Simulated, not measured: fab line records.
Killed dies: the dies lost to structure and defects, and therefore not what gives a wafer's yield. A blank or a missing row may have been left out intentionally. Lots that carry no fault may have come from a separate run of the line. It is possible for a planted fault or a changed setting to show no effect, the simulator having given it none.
Which tool did it? || flow sky130 || 11 lots with 33 wafers sampled at 2 steps, on a route of 708 steps

WHAT EACH GAUGE READ, for each wafer
SKY_FIELD_ISO_THK_MEAS_25.
{"lot": "L211", "measured": "day 2 05:51", "on": "film_metro-04", "FIELD_ISO_CVD_24_THK (nm)": "591 585 586"}
{"lot": "L212", "measured": "day 2 12:27", "on": "film_metro-03", "FIELD_ISO_CVD_24_THK (nm)": "595 591 591"}
{"lot": "L213", "measured": "day 2 18:42", "on": "film_metro-04", "FIELD_ISO_CVD_24_THK (nm)": "587 578 590"}
{"lot": "L214", "measured": "day 2 22:17", "on": "film_metro-01", "FIELD_ISO_CVD_24_THK (nm)": "587 591 592"}
{"lot": "L222", "measured": "day 4 15:39", "on": "film_metro-03", "FIELD_ISO_CVD_24_THK (nm)": "586 593 600"}
{"lot": "L224", "measured": "day 5 02:14", "on": "film_metro-04", "FIELD_ISO_CVD_24_THK (nm)": "602 588 597"}
{"lot": "L226", "measured": "day 5 13:58", "on": "film_metro-03", "FIELD_ISO_CVD_24_THK (nm)": "587 595 596"}
{"lot": "L228", "measured": "day 6 03:40", "on": "film_metro-03", "FIELD_ISO_CVD_24_THK (nm)": "589 595 594"}
{"lot": "L230", "measured": "day 6 11:29", "on": "film_metro-03", "FIELD_ISO_CVD_24_THK (nm)": "588 592 588"}
{"lot": "L232", "measured": "day 6 22:57", "on": "film_metro-01", "FIELD_ISO_CVD_24_THK (nm)": "599 601 606"}
{"lot": "L234", "measured": "day 7 09:08", "on": "film_metro-03", "FIELD_ISO_CVD_24_THK (nm)": "594 594 598"}

WHICH TOOL RAN EACH LOT (tool, then ch and the chambers of the sampled wafers, then the start)
{"lot": "L211", "SKY_FIELD_ISO_ETCH_17": "rie_si-02 ch 1,2,3, day 2 03:59"}
{"lot": "L212", "SKY_FIELD_ISO_ETCH_17": "rie_si-02 ch 0,1,2, day 2 09:59"}
{"lot": "L213", "SKY_FIELD_ISO_ETCH_17": "rie_si-02 ch 0,2,3, day 2 15:16"}
{"lot": "L214", "SKY_FIELD_ISO_ETCH_17": "rie_si-01 ch 1,3, day 2 20:35"}
{"lot": "L222", "SKY_FIELD_ISO_ETCH_17": "rie_si-01 ch 0,1,3, day 4 13:29"}
{"lot": "L224", "SKY_FIELD_ISO_ETCH_17": "rie_si-02 ch 0,1,2, day 4 23:32"}
{"lot": "L226", "SKY_FIELD_ISO_ETCH_17": "rie_si-02 ch 0,1,2, day 5 10:32"}
{"lot": "L228", "SKY_FIELD_ISO_ETCH_17": "rie_si-02 ch 2,3, day 6 00:34"}
{"lot": "L230", "SKY_FIELD_ISO_ETCH_17": "rie_si-02 ch 0,1,3, day 6 09:17"}
{"lot": "L232", "SKY_FIELD_ISO_ETCH_17": "rie_si-02 ch 0,3, day 6 20:19"}
{"lot": "L234", "SKY_FIELD_ISO_ETCH_17": "rie_si-02 ch 2,3, day 7 07:29"}
- SKY_FIELD_ISO_ETCH_17: etches Si in HBr/Cl2/O2, target depth 342 nm, time 97.7 s.

THE ANSWER, worked out from the rows above alone
Rule: what is usual is taken from the lots themselves. Put in order of their means at a reading, lots are off if they are a third of the lots or fewer, leave a main group of 4 or more, and stand apart from it by a gap of 3 or more times the standard deviation of the main group's means; of several such gaps the widest counts. If all means in a main group match to the digits the tables above print for the reading, that group is not used. Also off: a lot with no number at a reading for which 4 or more lots have one. Any other lot the step has rows for is counted as sound.
Nothing can be told from this: no lot is off at any reading shown.

WHAT HAD BEEN PUT IN BY THE SIMULATOR
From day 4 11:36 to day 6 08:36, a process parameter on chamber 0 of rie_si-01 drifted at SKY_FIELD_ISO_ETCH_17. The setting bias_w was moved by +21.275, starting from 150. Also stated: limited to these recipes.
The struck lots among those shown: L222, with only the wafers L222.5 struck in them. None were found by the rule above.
